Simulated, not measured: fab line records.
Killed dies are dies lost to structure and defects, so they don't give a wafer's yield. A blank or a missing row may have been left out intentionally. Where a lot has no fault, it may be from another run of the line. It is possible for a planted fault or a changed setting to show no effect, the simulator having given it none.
A struck lot beside a sound one | flow sky130 | 23 steps out of a route of 708
Sound: wafers L845.3, L845.4, L845.5. Struck: wafer L858.2; the same lot's L858.6 was not struck, so it is left out; see the end for the cause.
Each step with rows lists, per side, the tool, then ch with its chambers, then its first start. Under that, the readings that differ: sound wafers | struck wafers | difference of the means | sigmas: that difference in standard deviations of wafers without a fault.
alike: a reading whose means differ by less than 2 such deviations, as well as words and numbers matching on both sides. not compared: withheld readings; readings where some wafer has no value; bounds like >300 that might hide an equal value; numbers whose values overlap and for which the record gives no deviation.
Wherever a step has rows on one side only, a row that says differs or no value, or a row with sigmas, the two part there. Numbers that don't overlap but have no deviation are shown without sigmas and don't part them. A reading missing from all wafers of one side parts the sides only when that side holds two or more wafers.

first, 8 steps without rows for these wafers: SKY_RES_XHIGH_DEHYDRATE_00 (time 60 s); SKY_RES_XHIGH_HMDS_01 (prime time 60 s); SKY_RES_XHIGH_COAT_02 (resist thk 1140 nm); SKY_RES_XHIGH_SOFTBAKE_03 (time 60 s); SKY_RES_XHIGH_EXPOSE_04 (exposes mask URPM, target cd 1270 nm); SKY_RES_XHIGH_PEB_05; SKY_RES_XHIGH_DEVELOP_06 (develop time 60 s); SKY_RES_XHIGH_IMPLANT_07.
SKY_RES_XHIGH_STRIP_08: strips in O2/N2.
  sound on plasma-asher-01 ch 0,1, day 26 18:09; struck on plasma-asher-01 ch 0, day 30 21:49
  reading                | sound | struck | difference                   | sigmas
  rf-hours-counter-h (h) | - - - | 94     | no value on the sound wafers |
  alike: drypump-motor-current-A, oes-product-au, strip-time-to-endpoint-s
SKY_RES_XHIGH_TW_MEAS_09:
  sound on film-metro-03, day 26 18:14; struck on film-metro-01, day 30 21:55
  alike: RES_XHIGH_TW
then, 2 steps without rows for these wafers: SKY_SD_N_DEHYDRATE_00 (time 60 s); SKY_SD_N_HMDS_01 (prime time 60 s).
SKY_SD_N_COAT_02: resist thk 1140 nm.
  sound on litho-track-01 ch 0, day 27 08:18; struck on litho-track-03 ch 0, day 31 12:08
  reading                                   | sound          | struck | difference | sigmas
  model.NOVOLAK_of_SD_N_COAT_02.thk-nm (nm) | 1146 1142 1145 | 792.1  | -352.2     |
  alike: exhaust-pa
then, 3 steps without rows for these wafers: SKY_SD_N_SOFTBAKE_03 (time 60 s); SKY_SD_N_EXPOSE_04 (exposes mask NSDM, target cd 380 nm); SKY_SD_N_PEB_05.
SKY_SD_N_DEVELOP_06: develop time 60 s.
  sound on litho-track-03 ch 0, day 27 22:43; struck on litho-track-01 ch 0, day 32 00:41
  reading                                   | sound          | struck | difference | sigmas
  model.NOVOLAK_of_SD_N_COAT_02.thk-nm (nm) | 1145 1142 1144 | 791.7  | -352.0     |
  alike: exhaust-pa
SKY_SD_N_CD_MEAS_07 targets a cd of 380 nm.
  sound on cd-sem-02, day 27 23:05; struck on cd-sem-02, day 32 00:49
  reading    | sound             | struck | difference | sigmas
  cd-nm (nm) | 379.6 382.4 380.0 | 415.3  | +34.6      | +13
SKY_SD_N_OVL_MEAS_08:
  sound on overlay-02, day 27 23:11; struck on overlay-02, day 32 00:56
  alike: SD_N_OVL
then, 2 steps without rows for these wafers: SKY_SD_N_IMPLANT_09; SKY_SD_N_IMPLANT_10.
SKY_SD_N_STRIP_11: strips in O2/N2.
  sound on plasma-asher-02 ch 0,1, day 27 23:32; struck on plasma-asher-01 ch 1, day 32 01:16
  reading                      | sound             | struck | difference                   | sigmas
  oes-product-au (a.u.)        | 0.528 0.533 0.527 | 0.477  | -0.052                       | -12
  rf-hours-counter-h (h)       | - - -             | 97     | no value on the sound wafers |
  strip-time-to-endpoint-s (s) | 22.64 22.57 22.58 | 18.66  | -3.94                        | -98
  alike: drypump-motor-current-A
SKY_SD_N_TW_MEAS_12:
  sound on film-metro-03, day 27 23:37; struck on film-metro-03, day 32 01:22
  alike: SD_N_TW

== WHERE THEY PART ==
Last at SKY_SD_N_STRIP_11 as far as this record goes, first at SKY_RES_XHIGH_STRIP_08. Later steps at which nothing parts them and some readings are alike: SKY_SD_N_TW_MEAS_12.

WHY: what had been put in by the simulator
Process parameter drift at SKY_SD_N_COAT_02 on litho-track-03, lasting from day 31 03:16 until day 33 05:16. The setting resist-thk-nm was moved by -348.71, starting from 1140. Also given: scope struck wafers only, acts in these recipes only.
